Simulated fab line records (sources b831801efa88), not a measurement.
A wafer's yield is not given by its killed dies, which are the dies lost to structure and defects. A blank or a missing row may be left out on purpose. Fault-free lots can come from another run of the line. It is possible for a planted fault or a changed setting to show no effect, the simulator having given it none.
Matching of chambers | flow gf180mcu | cmp-01 running GF_V4_CMP_04: 4 sister chambers
The step polishes SiO2. 4 wafers are shown with their chamber, then 11 later ones without.

== WAFERS PAIRED WITH THEIR CHAMBERS ==
wafer  | chamber | motor_current_A (A)
L086.4 | 1       | 11.5
L087.1 | 2       | 12.6
L089.6 | 3       | 10.7
L090.3 | 0       | 11.3

== WAFERS MISSING THEIR CHAMBER ==
wafer  | motor_current_A (A)
L090.5 | 11.6
L090.6 | 11.8
L092.1 | 13.1
L092.2 | 10.9
L092.3 | 11.3
L093.1 | 12.1
L093.2 | 11.5
L093.6 | 13.0
L097.1 | 11.1
L097.3 | 11.3
L097.4 | 11.2

== WHICH CHAMBER EACH ONE RAN IN ==
wafer  | from the rows above          | in truth
L090.5 | can't be placed: 1 or 0      | 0
L090.6 | can't be placed: 1 or 0 or 2 | 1
L092.1 | 2                            | 2
L092.2 | can't be placed: 3 or 0 or 1 | 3
L092.3 | can't be placed: 0 or 1      | 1
L093.1 | can't be placed: 2 or 1 or 0 | 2
L093.2 | can't be placed: 1 or 0      | 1
L093.6 | 2                            | 2
L097.1 | can't be placed: 0 or 1 or 3 | 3
L097.3 | can't be placed: 0 or 1      | 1
L097.4 | can't be placed: 0 or 1 or 3 | 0
Correctly placed: 2 of 11. Not placeable from these rows: 9 (in 9, the candidates include the true chamber). Placed wrongly: 0.
How it was worked out, from the rows above alone: a wafer's distance from a chamber is the root of the sum, over the readings, of the square of ((its reading less the chamber's mean) divided by the reading's scatter). The wafer belongs to the nearest chamber; if the next one is less than 2 further off, it can't be placed. Each chamber's mean is taken over the wafers shown for it. The scatter: with one shown wafer a chamber, the root of the mean of the squares of how far each hidden wafer lies from its nearest shown one.
